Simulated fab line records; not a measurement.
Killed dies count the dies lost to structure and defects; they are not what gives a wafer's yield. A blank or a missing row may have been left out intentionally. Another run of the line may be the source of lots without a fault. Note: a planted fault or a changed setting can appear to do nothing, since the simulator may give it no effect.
Matching of chambers    flow sky130    SKY_FIELD_ISO_CVD_24 on hdpcvd-02: 3 sister chambers
The step deposits SiO2, target thk 595 nm, time 99.2 s. 3 wafers are shown with their chamber, then 8 later ones without.

WAFERS, EACH WITH ITS CHAMBER
wafer   chamber  susceptorTempC (C)
L869.2  0        649.7
L871.6  2        649.2
L880.3  1        649.9

WAFERS WHOSE CHAMBER IS MISSING
wafer   susceptorTempC (C)
L880.5  649.6
L880.6  649.6
L881.2  649.9
L881.3  649.7
L881.6  650.1
L883.1  649.6
L883.5  649.9
L883.6  650.0

EACH ONE'S CHAMBER
wafer   from the rows above      in truth
L880.5  can't be placed: 0 or 1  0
L880.6  can't be placed: 0 or 1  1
L881.2  can't be placed: 1 or 0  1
L881.3  can't be placed: 0 or 1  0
L881.6  can't be placed: 1 or 0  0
L883.1  can't be placed: 0 or 1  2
L883.5  can't be placed: 1 or 0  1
L883.6  can't be placed: 1 or 0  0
0 of 8 placed correctly. Not placeable from these rows: 8 (in 7, the candidates include the true chamber). Wrongly placed: 0.
How it was worked out, from the rows above alone: a wafer's distance from a chamber is the root of the sum, over the readings, of the square of ((its reading less the chamber's mean) divided by the reading's scatter). The wafer belongs to the nearest chamber; if the next one is less than 2 further off, it can't be placed. For every chamber, the mean is computed from those of its wafers that are shown. The scatter: with one shown wafer a chamber, the root of the mean of the squares of how far each hidden wafer lies from its nearest shown one.
